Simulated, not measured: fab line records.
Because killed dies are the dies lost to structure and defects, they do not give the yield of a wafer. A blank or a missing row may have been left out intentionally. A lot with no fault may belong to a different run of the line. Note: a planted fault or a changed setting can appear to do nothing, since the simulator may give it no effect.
Chamber matching -- flow gf180mcu -- rie diel-03 running GF_V3_ETCH_16: 4 sister chambers
The step etches BARC in N2/H2. 8 wafers are shown with their chamber, then 9 later ones without.

WAFERS WITH THEIR CHAMBER
wafer,chamber,drypump motor current A (A),throttle valve pct (%)
L083.2,2,6.4,13.237
L084.5,2,6.4,13.229
L087.1,1,5.6,13.223
L087.2,0,5.7,13.229
L087.5,3,5.7,13.213
L088.1,1,5.6,13.227
L088.2,0,5.7,13.226
L088.3,3,5.8,13.217

WAFERS MISSING THEIR CHAMBER
wafer,drypump motor current A (A),throttle valve pct (%)
L091.1,6.4,13.242
L091.3,5.7,13.233
L091.5,6.3,13.231
L094.4,5.7,13.235
L094.5,5.7,13.225
L094.6,5.8,13.235
L095.2,5.7,13.224
L095.3,6.3,13.233
L095.5,5.8,13.217

THE CHAMBER EACH PASSED THROUGH
wafer,from the rows above,in truth
L091.1,2,2
L091.3,0,0
L091.5,2,2
L094.4,can't be placed: 0 or 1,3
L094.5,0,0
L094.6,0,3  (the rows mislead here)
L095.2,can't be placed: 0 or 1 or 3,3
L095.3,2,2
L095.5,3,3
Correctly placed: 6 of 9. These rows do not allow placing 2 (true chamber among the candidates in 1). Placed wrongly: 1.
How it was worked out, from the rows above alone: a wafer's distance from a chamber is the root of the sum, over the readings, of the square of ((its reading less the chamber's mean) divided by the reading's scatter). The wafer belongs to the nearest chamber; if the next one is less than 2 further off, it can't be placed. Each chamber's mean is taken over the wafers shown for it. The scatter: the root of (the sum of the squares of (reading less its chamber's mean) over the shown wafers, divided by (wafers less chambers)).
